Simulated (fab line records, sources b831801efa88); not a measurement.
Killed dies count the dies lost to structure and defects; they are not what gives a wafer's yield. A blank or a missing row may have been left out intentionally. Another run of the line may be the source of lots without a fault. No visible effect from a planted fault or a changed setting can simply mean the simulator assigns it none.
fab line records    flow sfq_line
record lots=5  wafers=15  last_day=94
route steps=325 shown M3@122 I3@133 M4@148 I4@163 M8@325
lots that met no fault: from a run of the same line without faults
start_h: start of the lot's first displayed wafer, in hours after the record's first day    wait_h: hours elapsed since this lot's preceding step    " the same as in the row above    L1.1+2: one row covering several wafers at once    - no value, or no start was given    * or withheld: withheld    < > ~ a bound
route shown NAME@n: NAME is a module with steps in the file, n the number in the route of the first one    usual: average and standard deviation across the fault-free wafers    same: alike in all rows    chamber/n: place in a boat    sites: each site's reading    _std_site: their standard deviation    _edge_site: mean of outer sites minus mean of inner sites    radius_mm: how far each site lies from the wafer's centre    mask NAME#n: copy n    behind: the tool/chamber that last shaped the wafer    hold: why the lot was held/for how many hours/how that ended    device: transistor that didn't switch, given as n, p or np    end of line: at the end of the route, the tests of the same wafers    where a step has no rows: the recipe by itself    killed: the dies lost at the first sort to structure and to defects; this is not the yield of the wafer    map: a wafer's dies, x killed, . not, _ none there
set.NAME: the setting as run; set.NAME@STEP: as run at that earlier step    model.NAME: the simulator's own value behind a step, which no gauge read
lots at some steps of the route; a table a step, a row a wafer
services: a tool's chamber out of use, with start hour (start_h, from the record's first day; less than 0 if before it), hours out, and reason
## steps
# step SFQ_TRILAYER_M3_LITHO_COAT_080
# recipe resist=BARC  spin_rpm=3000  resist_thk_nm=62
# step SFQ_TRILAYER_M3_LITHO_COAT_075
# recipe resist=KrF  spin_rpm=3000  resist_thk_nm=600
# step SFQ_TRILAYER_M3_LITHO_SOFTBAKE_079
# recipe temp_c=withheld  time_s=withheld  resist=KrF
# step SFQ_TRILAYER_M3_LITHO_EXPOSE_076
# recipe mask_id=M3  na=0.6  source_shape=conventional  sigma_outer=0.65  target_cd_nm=500  dose_mj=14.4
# step SFQ_TRILAYER_M3_LITHO_PEB_078
# recipe peb_temp_c=115  peb_time_s=60  resist=KrF
# step SFQ_TRILAYER_M3_LITHO_DEVELOP_077
# recipe time_s=60  resist=KrF
# step SFQ_M3_OVL_MEAS_921
# usual M3_OVL=-4/6.4
lot.wafer  tool        chamber  start_h  wait_h  M3_OVL[nm]
L924.1     overlay-02  -        878.00   0.1     6
L924.3     "           -        "        "       2
L924.6     "           -        "        "       4
L929.1     overlay-01  -        927.30   0.1     10
L929.3     "           -        "        "       2
L929.4     "           -        "        "       13
L933.3     overlay-01  -        964.20   0.1     -14
L933.4     "           -        "        "       -18
L933.6     "           -        "        "       -14
L941.1     overlay-02  -        1036.12  0.1     -7
L941.3     "           -        "        "       -6
L941.5     "           -        "        "       -12
L943.3     overlay-01  -        1046.93  0.1     -7
L943.5     "           -        "        "       -6
L943.6     "           -        "        "       -3
# step SFQ_TRILAYER_M3_BARC_OPEN_METAL_ETCH_100
# recipe mask_material=PR  chemistry=O2  target_depth_nm=125  target=BARC  icp_w=600  bias_w=80  pressure_mtorr=10  time_s=41.7
# step SFQ_TRILAYER_M3_ETCH_METAL_ETCH_078
# recipe target=Nb  stop_on=SiO2  mask_material=PR  chemistry=Cl2/Ar  target_depth_nm=240  icp_w=600  bias_w=80  pressure_mtorr=10  time_s=120
# usual drypump_motor_current_A=5.8/0.46  oes_product_au=0.896/0.0083
lot.wafer  tool          chamber  start_h  wait_h  drypump_motor_current_A  oes_product_au  rf_hours_counter_h
L924.1     rie_metal-01  0        878.10   0.0     5.0                      0.900           25
L924.3     "             0        "        "       5.0                      0.899           -
L924.6     "             0        "        "       5.0                      0.904           -
L929.1     rie_metal-02  0        927.40   0.0     6.3                      0.894           122
L929.3     "             0        "        "       6.3                      0.897           -
L929.4     "             1        "        "       5.8                      0.897           -
L933.3     rie_metal-04  0        964.32   0.1     6.2                      0.903           -
L933.4     "             1        "        "       5.7                      0.905           -
L933.6     "             1        "        "       5.7                      0.892           -
L941.1     rie_metal-04  1        1036.22  0.0     5.7                      0.899           28
L941.3     "             0        "        "       6.2                      0.900           -
L941.5     "             1        "        "       5.7                      0.897           -
L943.3     rie_metal-01  0        1047.06  0.1     5.0                      0.893           -
L943.5     "             0        "        "       5.0                      0.901           -
L943.6     "             1        "        "       5.6                      0.873           -
# step SFQ_TRILAYER_M3_STRIP_STRIP_079
# recipe gas=O2  power_w=200  platen_temp_c=40  overash_fraction=0.65  chemistry=O2  pressure_mtorr=50
# usual drypump_motor_current_A=5.8/0.46  oes_product_au=1.002/0.012
lot.wafer  tool          chamber  start_h  wait_h  drypump_motor_current_A  oes_product_au  rf_hours_counter_h
L924.1     rie_metal-01  0        878.22   0.1     5.0                      1.000           25
L924.3     "             0        "        "       5.0                      1.001           -
L924.6     "             0        "        "       5.0                      0.996           -
L929.1     rie_metal-02  0        927.52   0.1     6.3                      0.992           122
L929.3     "             0        "        "       6.3                      0.982           -
L929.4     "             1        "        "       5.9                      0.993           -
L933.3     rie_metal-04  0        964.60   0.2     6.1                      0.993           -
L933.4     "             1        "        "       5.7                      1.009           -
L933.6     "             1        "        "       5.7                      1.001           -
L941.1     rie_metal-04  1        1036.34  0.1     5.7                      1.030           28
L941.3     "             0        "        "       6.2                      0.998           -
L941.5     "             1        "        "       5.7                      1.026           -
L943.3     rie_metal-01  0        1047.34  0.2     5.0                      1.003           -
L943.5     "             0        "        "       5.0                      1.015           -
L943.6     "             1        "        "       5.6                      1.019           -
# step SFQ_TRILAYER_M3_STRIP_SOLV_CLEAN_080
# recipe chemistry=NMP  temp_c=70  time_s=600
# step SFQ_TRILAYER_I3_DEP_PECVD_081
# recipe material=SiO2  temp_c=150  time_s=111.11  pressure_torr=2.4  rf_w=183.3  precursor=SiH4/N2O  target_thk_nm=500
# usual heater_power_w=90/11  throttle_valve_pct=24.6/1.4
lot.wafer  tool      chamber  start_h  wait_h  heater_power_w  throttle_valve_pct
L924.1     pecvd-01  2        879.00   0.0     70              24.2
L924.3     "         1        "        "       78              24.4
L924.6     "         0        "        "       83              23.2
L929.1     pecvd-02  1        928.30   0.0     91              23.3
L929.3     "         2        "        "       100             25.0
L929.4     "         2        "        "       102             24.9
L933.3     pecvd-02  2        965.18   0.0     102             25.1
L933.4     "         2        "        "       103             25.5
L933.6     "         1        "        "       102             23.5
L941.1     pecvd-03  2        1037.12  0.0     72              25.4
L941.3     "         1        "        "       98              25.5
L941.5     "         2        "        "       75              25.3
L943.3     pecvd-01  2        1047.92  0.0     74              24.4
L943.5     "         1        "        "       81              24.6
L943.6     "         0        "        "       82              23.8
# step SFQ_TRILAYER_I3_CMP_CMP_082
# recipe material=SiO2  down_force_psi=3  platen_rpm=60  pad_velocity_m_s=0.94248
# usual edge_zone_pressure_frac=1.001/0.0051  motor_current_A=10.2/0.78  time_to_endpoint_s=210/9.5
lot.wafer  tool    chamber  start_h  wait_h  edge_zone_pressure_frac  motor_current_A  time_to_endpoint_s  model.SiO2_of_TRILAYER_I3_DEP_PECVD_081.thk_nm
L924.3     cmp-02  0        879.08   0.0     1.001                    11.4             186                 199.5
L924.1     "       1        "        "       1.006                    9.6              200                 198.3
L924.6     "       1        881.58   2.5     1.003                    9.5              214                 200.1
L929.1     cmp-02  2        936.20   7.9     0.997                    9.4              212                 200.3
L929.4     "       3        "        "       0.999                    10.7             215                 198.1
L929.3     "       0        "        "       1.002                    11.2             195                 197.2
L933.3     cmp-02  1        978.78   13.6    1.008                    9.4              214                 198.9
L933.4     "       2        "        "       1.005                    9.2              188                 250.4
L933.6     "       3        "        "       1.007                    10.3             212                 199.8
L941.1     cmp-02  1        1052.78  15.6    0.997                    9.3              211                 198.8
L941.3     "       3        1053.78  16.6    0.996                    10.2             208                 199.6
L941.5     "       1        1054.78  17.6    1.007                    9.3              215                 199
L943.3     cmp-02  3        1057.28  9.3     1.002                    11.1             200                 198.1
L943.5     "       0        "        "       1.003                    11.0             190                 197.7
L943.6     "       1        "        "       1.004                    9.5              212                 198.8
# step SFQ_I3_BOW_MEAS_922
# recipe mode=bow
# usual I3_BOW=4/9.1
lot.wafer  tool           chamber  start_h  wait_h  I3_BOW[um]
L924.1     film_metro-01  -        882.08   2.0     8
L924.3     "              -        "        "       6
L924.6     "              -        "        "       10
L929.1     film_metro-03  -        939.20   2.5     -2
L929.3     "              -        "        "       -14
L929.4     "              -        "        "       -3
L933.3     film_metro-02  -        980.82   1.5     2
L933.4     "              -        "        "       -10
L933.6     "              -        "        "       -1
L941.1     film_metro-02  -        1055.78  2.5     -23
L941.3     "              -        "        "       -9
L941.5     "              -        "        "       2
L943.3     film_metro-02  -        1058.82  1.0     4
L943.5     "              -        "        "       3
L943.6     "              -        "        "       -1
# step SFQ_TRILAYER_I3_METRO_MEASURE_083
# usual thk_nm=198.9/1.3
lot.wafer  tool           chamber  start_h  wait_h  thk_nm
L924.1     film_metro-01  -        882.20   0.1     198.3
L924.3     "              -        "        "       199.5
L924.6     "              -        "        "       200.0
L929.1     film_metro-03  -        939.32   0.1     200.4
L929.3     "              -        "        "       197.3
L929.4     "              -        "        "       198.1
L933.3     film_metro-02  -        981.30   0.5     198.9
L933.4     "              -        "        "       250.5
L933.6     "              -        "        "       199.8
L941.1     film_metro-02  -        1055.90  0.1     198.7
L941.3     "              -        "        "       199.4
L941.5     "              -        "        "       199.2
L943.3     film_metro-02  -        1059.30  0.5     198.1
L943.5     "              -        "        "       197.6
L943.6     "              -        "        "       198.7
# step SFQ_TRILAYER_I3_VIA_LITHO_COAT_090
# recipe resist=BARC  spin_rpm=3000  resist_thk_nm=62
# step SFQ_TRILAYER_I3_VIA_LITHO_COAT_085
# recipe resist=KrF  spin_rpm=3000  resist_thk_nm=650
# step SFQ_TRILAYER_I3_VIA_LITHO_SOFTBAKE_089
# recipe temp_c=withheld  time_s=withheld  resist=KrF
# step SFQ_TRILAYER_I3_VIA_LITHO_EXPOSE_086
# recipe mask_id=I3  na=0.6  source_shape=conventional  sigma_outer=0.65  target_cd_nm=500  dose_mj=21.3
# step SFQ_TRILAYER_I3_VIA_LITHO_PEB_088
# recipe peb_temp_c=115  peb_time_s=60  resist=KrF
# step SFQ_TRILAYER_I3_VIA_LITHO_DEVELOP_087
# recipe time_s=60  resist=KrF
# step SFQ_I3_OVL_MEAS_923
# usual I3_OVL=0/5.5
lot.wafer  tool        chamber  start_h  wait_h  I3_OVL[nm]
L924.1     overlay-02  -        1027.60  0.1     1
L924.3     "           -        "        "       5
L924.6     "           -        "        "       0
L929.1     overlay-01  -        1089.27  0.1     4
L929.3     "           -        "        "       2
L929.4     "           -        "        "       -4
L933.3     overlay-02  -        1121.81  0.1     -12
L933.4     "           -        "        "       -5
L933.6     "           -        "        "       -11
L941.1     overlay-02  -        1197.52  0.1     12
L941.3     "           -        "        "       10
L941.5     "           -        "        "       6
L943.3     overlay-01  -        1201.13  0.1     8
L943.5     "           -        "        "       10
L943.6     "           -        "        "       -3
# step SFQ_TRILAYER_I3_VIA_BARC_OPEN_VIA_ETCH_121
# recipe mask_material=PR  chemistry=O2  target_depth_nm=125  target=BARC  source_w=500  bias_w=80  pressure_mtorr=30  time_s=41.7
# step SFQ_TRILAYER_I3_VIA_ETCH_VIA_ETCH_088
# recipe target=SiO2  stop_on=Nb  mask_material=PR  taper_deg=20  chemistry=CHF3  target_depth_nm=260  source_w=500  bias_w=80  pressure_mtorr=30  time_s=withheld
# usual drypump_motor_current_A=5.6/0.45  oes_product_au=0.852/0.0053
lot.wafer  tool         chamber  start_h  wait_h  drypump_motor_current_A  oes_product_au  model.etch.depth_nm  model.I3.feature_depth_nm
L924.1     rie_diel-01  3        1027.67  0.0     5.7                      0.852           198.3                198.3
L924.3     "            1        "        "       5.2                      0.848           199.5                199.5
L924.6     "            1        "        "       5.2                      0.854           200.1                200.1
L929.1     rie_diel-04  1        1089.35  0.0     5.6                      0.854           200.3                200.3
L929.3     "            2        "        "       5.5                      0.849           197.2                197.2
L929.4     "            0        "        "       5.0                      0.861           198.1                198.1
L933.3     rie_diel-04  2        1121.87  0.0     5.5                      0.851           198.9                198.9
L933.4     "            3        "        "       6.3                      0.979           250.4                250.4
L933.6     "            2        "        "       5.5                      0.855           199.8                199.8
L941.1     rie_diel-03  2        1197.60  0.0     5.7                      0.855           198.8                198.8
L941.3     "            1        "        "       5.8                      0.849           199.6                199.6
L941.5     "            0        "        "       6.2                      0.853           199                  199
L943.3     rie_diel-03  3        1201.20  0.0     5.0                      0.841           198.1                198.1
L943.5     "            0        "        "       6.2                      0.851           197.7                197.7
L943.6     "            1        "        "       5.8                      0.850           198.8                198.8
# step SFQ_TRILAYER_I3_VIA_STRIP_STRIP_089
# recipe gas=O2  power_w=200  platen_temp_c=40  overash_fraction=0.65  chemistry=O2  pressure_mtorr=50
# usual drypump_motor_current_A=5.9/0.48  oes_product_au=1.004/0.016
lot.wafer  tool          chamber  start_h  wait_h  drypump_motor_current_A  oes_product_au  rf_hours_counter_h
L924.1     rie_metal-03  1        1027.78  -       6.5                      1.012           15
L924.3     "             0        "        "       5.0                      1.016           -
L924.6     "             1        "        "       6.5                      1.003           -
L929.1     rie_metal-03  1        1089.46  -       6.5                      1.017           26
L929.3     "             1        "        "       6.5                      1.012           -
L929.4     "             0        "        "       5.0                      0.995           -
L933.3     rie_metal-04  0        1122.18  -       6.1                      0.996           -
L933.4     "             1        "        "       5.7                      1.024           -
L933.6     "             1        "        "       5.7                      1.015           -
L941.1     rie_metal-02  1        1197.71  -       5.8                      1.010           23
L941.3     "             0        "        "       6.3                      0.996           -
L941.5     "             0        "        "       6.3                      0.977           -
L943.3     rie_metal-03  1        1201.51  -       6.5                      1.015           -
L943.5     "             0        "        "       5.1                      0.981           -
L943.6     "             1        "        "       6.5                      1.003           -
# step SFQ_TRILAYER_I3_VIA_STRIP_SOLV_CLEAN_090
# recipe chemistry=NMP  temp_c=70  time_s=600
# step SFQ_TRILAYER_M4_DEP_PRE_CLEAN_092
# recipe gas=Ar  time_s=22.5  bias_v=250
lot.wafer  tool            chamber  start_h  wait_h  model.SiO2_of_TRILAYER_I3_DEP_PECVD_081.thk_nm
L924.1     pvd_sputter-04  -        1028.76  0.0     190.8
L924.3     "               -        "        "       192
L924.6     "               -        "        "       192.6
L929.1     pvd_sputter-06  -        1090.23  0.0     192.8
L929.3     "               -        "        "       189.7
L929.4     "               -        "        "       190.6
L933.3     pvd_sputter-06  -        1122.76  0.0     191.4
L933.4     "               -        "        "       242.9
L933.6     "               -        "        "       192.3
L941.1     pvd_sputter-05  -        1198.48  0.0     191.3
L941.3     "               -        "        "       192.1
L941.5     "               -        "        "       191.5
L943.3     pvd_sputter-04  -        1202.08  0.0     190.6
L943.5     "               -        "        "       190.2
L943.6     "               -        "        "       191.3
# step SFQ_TRILAYER_M4_DEP_SPUTTER_091
# recipe material=Nb  base_pressure_pa=1.33e-06  chamber_pressure_pa=0.1333  substrate_temp_c=20  resputter_cathode_voltage_v=400  target_thk_nm=200  power_w=2000  time_s=133.3
# step SFQ_M4_RS_MEAS_924
# recipe thk_meas_gauge=four-point-probe  reads=Nb_of_TRILAYER_M4_DEP_SPUTTER_091
# usual M4_NB_RS=0.892/0.014
lot.wafer  tool           chamber  start_h  wait_h  M4_NB_RS[ohm/sq]
L924.1     film_metro-02  -        1028.88  0.0     0.887
L924.3     "              -        "        "       0.911
L924.6     "              -        "        "       0.882
L929.1     film_metro-02  -        1090.35  0.0     0.882
L929.3     "              -        "        "       0.893
L929.4     "              -        "        "       0.884
L933.3     film_metro-03  -        1122.92  0.1     0.900
L933.4     "              -        "        "       0.903
L933.6     "              -        "        "       0.898
L941.1     film_metro-04  -        1198.60  0.0     0.909
L941.3     "              -        "        "       0.903
L941.5     "              -        "        "       0.907
L943.3     film_metro-04  -        1202.24  0.1     0.885
L943.5     "              -        "        "       0.887
L943.6     "              -        "        "       0.893
# step SFQ_TRILAYER_M4_LITHO_COAT_098
# recipe resist=BARC  spin_rpm=3000  resist_thk_nm=62
# step SFQ_TRILAYER_M4_LITHO_COAT_093
# recipe resist=KrF  spin_rpm=3000  resist_thk_nm=600
# step SFQ_TRILAYER_M4_LITHO_SOFTBAKE_097
# recipe temp_c=withheld  time_s=withheld  resist=KrF
# step SFQ_TRILAYER_M4_LITHO_EXPOSE_094
# recipe mask_id=M4  na=0.6  source_shape=conventional  sigma_outer=0.65  target_cd_nm=500  dose_mj=14.4
# step SFQ_TRILAYER_M4_LITHO_PEB_096
# recipe peb_temp_c=115  peb_time_s=60  resist=KrF
# step SFQ_TRILAYER_M4_LITHO_DEVELOP_095
# recipe time_s=60  resist=KrF
# step SFQ_M4_OVL_MEAS_926
# usual M4_OVL=1/4.7
lot.wafer  tool        chamber  start_h  wait_h  M4_OVL[nm]
L924.1     overlay-01  -        1031.31  0.1     5
L924.3     "           -        "        "       9
L924.6     "           -        "        "       5
L929.1     overlay-02  -        1233.65  0.1     -5
L929.3     "           -        "        "       -6
L929.4     "           -        "        "       1
L933.3     overlay-02  -        1267.83  0.1     2
L933.4     "           -        "        "       3
L933.6     "           -        "        "       1
L941.1     overlay-02  -        1277.42  0.1     2
L941.3     "           -        "        "       10
L941.5     "           -        "        "       3
L943.3     overlay-01  -        1279.83  0.1     3
L943.5     "           -        "        "       -3
L943.6     "           -        "        "       -1
# step SFQ_TRILAYER_M4_BARC_OPEN_METAL_ETCH_123
# recipe mask_material=PR  chemistry=O2  target_depth_nm=125  target=BARC  icp_w=600  bias_w=80  pressure_mtorr=10  time_s=41.7
# step SFQ_TRILAYER_M4_ETCH_METAL_ETCH_096
# recipe target=Nb  stop_on=SiO2  mask_material=PR  chemistry=Cl2/Ar  target_depth_nm=240  icp_w=600  bias_w=80  pressure_mtorr=10  time_s=120
# step SFQ_TRILAYER_M4_STRIP_STRIP_097
# recipe gas=O2  power_w=200  platen_temp_c=40  overash_fraction=0.65  chemistry=O2  pressure_mtorr=50
# step SFQ_TRILAYER_M4_STRIP_SOLV_CLEAN_098
# recipe chemistry=NMP  temp_c=70  time_s=600
# step SFQ_TRILAYER_I4_DEP_PECVD_099
# recipe material=SiO2  temp_c=150  time_s=111.11  pressure_torr=2.4  rf_w=183.3  precursor=SiH4/N2O  target_thk_nm=500
# usual heater_power_w=82/15  throttle_valve_pct=24.2/0.92
lot.wafer  tool      chamber  start_h  wait_h  heater_power_w  throttle_valve_pct
L924.1     pecvd-04  2        1032.31  0.0     95              22.9
L924.3     "         1        "        "       66              24.1
L924.6     "         2        "        "       101             22.9
L929.1     pecvd-01  0        1234.64  0.0     83              24.0
L929.3     "         2        "        "       67              24.9
L929.4     "         2        "        "       69              25.0
L933.3     pecvd-04  0        1268.83  0.0     67              23.7
L933.4     "         1        "        "       62              24.8
L933.6     "         2        "        "       92              23.3
L941.1     pecvd-04  2        1279.20  0.0     101             23.4
L941.3     "         0        "        "       69              23.2
L941.5     "         2        "        "       107             23.4
L943.3     pecvd-04  0        1280.81  0.0     58              23.8
L943.5     "         1        "        "       70              24.8
L943.6     "         0        "        "       61              23.5
# step SFQ_M8_BOW_MEAS_951
# recipe mode=bow
# usual M8_BOW=9/11
lot.wafer  tool           chamber  start_h  wait_h  M8_BOW[um]  model.etest.i3.link_ohm
L924.1     film_metro-03  -        2052.84  0.0     17          1.946
L924.3     "              -        "        "       14          1.986
L924.6     "              -        "        "       17          1.944
L929.1     film_metro-04  -        2068.73  0.0     6           1.951
L929.3     "              -        "        "       -6          1.964
L929.4     "              -        "        "       5           1.956
L933.3     film_metro-03  -        2094.92  0.0     8           1.981
L933.4     "              -        "        "       -3          2.015
L933.6     "              -        "        "       4           1.98
L941.1     film_metro-04  -        2251.95  0.0     -13         1.989
L941.3     "              -        "        "       1           1.974
L941.5     "              -        "        "       15          1.976
L943.3     film_metro-01  -        2256.79  0.0     6           1.96
L943.5     "              -        "        "       4           1.96
L943.6     "              -        "        "       0           1.997
## services
tool           chamber  start_h  hours  kind
pecvd-01       0        861.90   12.1   repair
pecvd-04       -        865.30   6.0    pm
rie_metal-01   0        885.55   20.9   repair
rie_metal-03   -        886.33   0.2    repair
cmp-02         -        901.09   5.6    pm
cmp-02         -        911.76   2.4    repair
film_metro-02  -        916.81   0.6    pm
cmp-02         -        917.20   4.0    pm
rie_metal-04   0        925.95   7.5    repair
film_metro-02  -        926.05   0.5    pm
pecvd-04       -        933.25   14.0   pm
pecvd-01       2        933.96   6.9    repair
film_metro-02  -        960.72   0.5    pm
film_metro-02  -        972.04   1.5    pm
cmp-02         -        1066.06  1.3    repair
rie_metal-04   -        1108.18  0.5    repair
pecvd-04       -        1151.31  0.8    repair
rie_metal-04   -        1155.35  0.1    repair
cmp-02         -        1169.54  5.6    pm
pecvd-04       -        1177.07  2.8    pm
pecvd-04       -        1179.82  14.6   pm
rie_metal-04   -        1210.46  2.8    pm
rie_metal-04   0        1214.48  5.4    repair
cmp-02         -        1259.08  4.0    pm
## key
first_sign step=SFQ_TRILAYER_I3_METRO_MEASURE_083  reading=thk_nm  direction=up  sigmas=40  usual=198.9  struck=250.5
effect step=SFQ_TRILAYER_I3_VIA_ETCH_VIA_ETCH_088  reading=oes_product_au  direction=up  sigmas=24  usual=0.852  struck=0.979
model_effect step=SFQ_TRILAYER_I3_CMP_CMP_082  value=SiO2_of_TRILAYER_I3_DEP_PECVD_081.thk_nm  without=200.4  struck=250.4
model_effect step=SFQ_TRILAYER_I3_VIA_ETCH_VIA_ETCH_088  value=etch.depth_nm  without=200.4  struck=250.4
model_effect step=SFQ_TRILAYER_M4_DEP_PRE_CLEAN_092  value=SiO2_of_TRILAYER_I3_DEP_PECVD_081.thk_nm  without=192.9  struck=242.9
model_effect step=SFQ_M8_BOW_MEAS_951  value=etest.i3.link_ohm  without=1.968  struck=2.015
met_at SFQ_TRILAYER_I3_CMP_CMP_082
struck_wafers L933.4
onset_between 936.20 978.78
fault kind=process_parameter_drift  tool=cmp-02  chamber=2  onset_h=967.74  steps=SFQ_TRILAYER_I3_CMP_CMP_082  channel=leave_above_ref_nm  offset=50  shape=step  end_h=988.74  acts_in=these_recipes_only  stated=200
